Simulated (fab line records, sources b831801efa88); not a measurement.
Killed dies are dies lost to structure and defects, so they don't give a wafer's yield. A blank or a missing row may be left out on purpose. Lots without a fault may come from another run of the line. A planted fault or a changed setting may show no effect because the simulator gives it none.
Which tool did it? | flow sky130 | 14 lots, 42 wafers sampled, at 2 steps of a route of 708

WHAT THE GAUGES READ, wafer by wafer
The record holds no reading of a measuring or inspecting step that can be judged against a usual standard deviation.

WHICH TOOL RAN EACH LOT (tool, then ch and the chambers of the sampled wafers, then the start)
lot  | SKY_VIA1_SOFTBAKE_08              | SKY_PAD_OPEN_PROBE_99
L987 | litho_track-04 ch 0, day 33 07:00 | -
L991 | litho_track-02 ch 0, day 34 18:00 | -
L993 | litho_track-02 ch 0, day 35 10:00 | -
L995 | litho_track-02 ch 0, day 35 16:00 | -
L997 | litho_track-02 ch 0, day 36 12:00 | -
L998 | litho_track-03 ch 0, day 39 10:00 | prober-01, day 50 04:56
L999 | litho_track-03 ch 0, day 39 11:00 | -
L100 | litho_track-03 ch 0, day 39 12:00 | -
L103 | litho_track-03 ch 0, day 39 12:00 | -
L102 | litho_track-03 ch 0, day 39 13:00 | -
L105 | litho_track-04 ch 0, day 39 15:00 | -
L104 | litho_track-03 ch 0, day 39 16:00 | -
L107 | litho_track-03 ch 0, day 39 18:00 | -
L110 | litho_track-04 ch 0, day 40 05:00 | -
- SKY_VIA1_SOFTBAKE_08: time 90 s.
- SKY_PAD_OPEN_PROBE_99

WHAT THE TOOLS THEMSELVES READ (means of the sampled wafers that have a number; where no wafer has one, the mark that the record gives instead)
SKY_VIA1_SOFTBAKE_08. Usual: chill_plate_temp_C 23.01 C, standard deviation 0.098; heater_power_total_W 57.37 W, standard deviation 0.11; run_length_s 119.22 s, standard deviation 0.1.
lot  | tool           | chill_plate_temp_C (C) | heater_power_total_W (W) | run_length_s (s) | flag
L987 | litho_track-04 | 23.04                  | 57.37                    | 119.26           |
L991 | litho_track-02 | 23.14                  | 57.45                    | 119.17           |
L993 | litho_track-02 | 23.02                  | 57.51                    | 119.21           |
L995 | litho_track-02 | 23.08                  | 57.34                    | 119.20           |
L997 | litho_track-02 | 22.95                  | 57.40                    | 119.27           |
L998 | litho_track-03 | 22.91                  | 57.36                    | 119.13           |
L999 | litho_track-03 | 23.05                  | 57.37                    | 119.25           |
L100 | litho_track-03 | 22.96                  | 57.38                    | 119.23           |
L103 | litho_track-03 | 23.06                  | 57.34                    | 119.23           |
L102 | litho_track-03 | 22.82                  | 57.43                    | 119.26           |
L105 | litho_track-04 | 22.99                  | 57.35                    | 119.22           |
L104 | litho_track-03 | 22.97                  | 58.42                    | 113.87           | OFF
L107 | litho_track-03 | 22.89                  | 58.39                    | 113.78           | OFF
L110 | litho_track-04 | 22.97                  | 57.32                    | 119.20           |

SKY_PAD_OPEN_PROBE_99. Usual: defect_limited_yield 82.3 %, standard deviation 2; killed_at_M0_to_M3 44, standard deviation 7.9; killed_at_M4_up 3.1, standard deviation 1.9; killed_at_contacts 24, standard deviation 4.6; killed_at_front_end 16, standard deviation 4.9; killed_at_other 0.3, standard deviation 0.6; killed_dies 87, standard deviation 9.7; killed_open 48, standard deviation 7.2; killed_short 39, standard deviation 5.6; sort_bin_3_pad_short 0.8 %, standard deviation 0.47; sort_bin_5_function 10.4 %, standard deviation 1.5; sort_bin_6_memory 6.5 %, standard deviation 1.1; sort_n_pass 405, standard deviation 9.7; sort_yield_pct 82.3 %, standard deviation 2.
lot  | tool      | defect_limited_yield (%) | killed_at_M0_to_M3 | killed_at_M4_up | killed_at_contacts | killed_at_front_end | killed_at_other | killed_dies | killed_open | killed_short | sort_bin_3_pad_short (%) | sort_bin_5_function (%) | sort_bin_6_memory (%) | sort_n_pass | sort_yield_pct (%) | flag
L998 | prober-01 | 80.0                     | 46                 | 3.7             | 24                 | 23                  | 1.3             | 99          | 58          | 40           | 1.0                      | 12.6                    | 6.4                   | 393         | 80.0               |

THE ANSWER, worked out from the rows above alone
Rule: a lot is off if the mean of its wafers that have a number lies more than 3 standard deviations from the usual mean. A lot without any number at a reading at which 4 lots or more have one is off too. The other lots that the step has rows for count as sound. The gauges are gone through in route order, then the tools' own readings, and for those a lot's mean is taken as printed above. The first step at which some lot is off is used, and at that step the reading that is off furthest; a lot without a number counts as furthest.
Off: L104, L107, at SKY_VIA1_SOFTBAKE_08 (run_length_s).
A tool fits if, at that step or a process step before it, it ran every lot that is off, and no sound lot after the first of them. One fits: litho_track-03 at SKY_VIA1_SOFTBAKE_08. Its last sound lot is L102 (day 39 13:00), its first lot that is off L104 (day 39 16:00): a fault that began between those two fits.
The tool's own readings at SKY_VIA1_SOFTBAKE_08 bear it out: on the lots that are off they differ by more than 5 times the standard deviation of the sound lots' means. heater_power_total_W reads 58.41 W there against 57.38 W on the sound lots; run_length_s reads 113.83 s there against 119.22 s on the sound lots.

WHAT THE SIMULATOR HAD PUT IN
Process parameter drift: litho_track-03, from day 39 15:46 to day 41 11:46, at SKY_VIA1_SOFTBAKE_08. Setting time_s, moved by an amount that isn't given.
Lots struck among those shown: L104, L107. The rule above found the same.
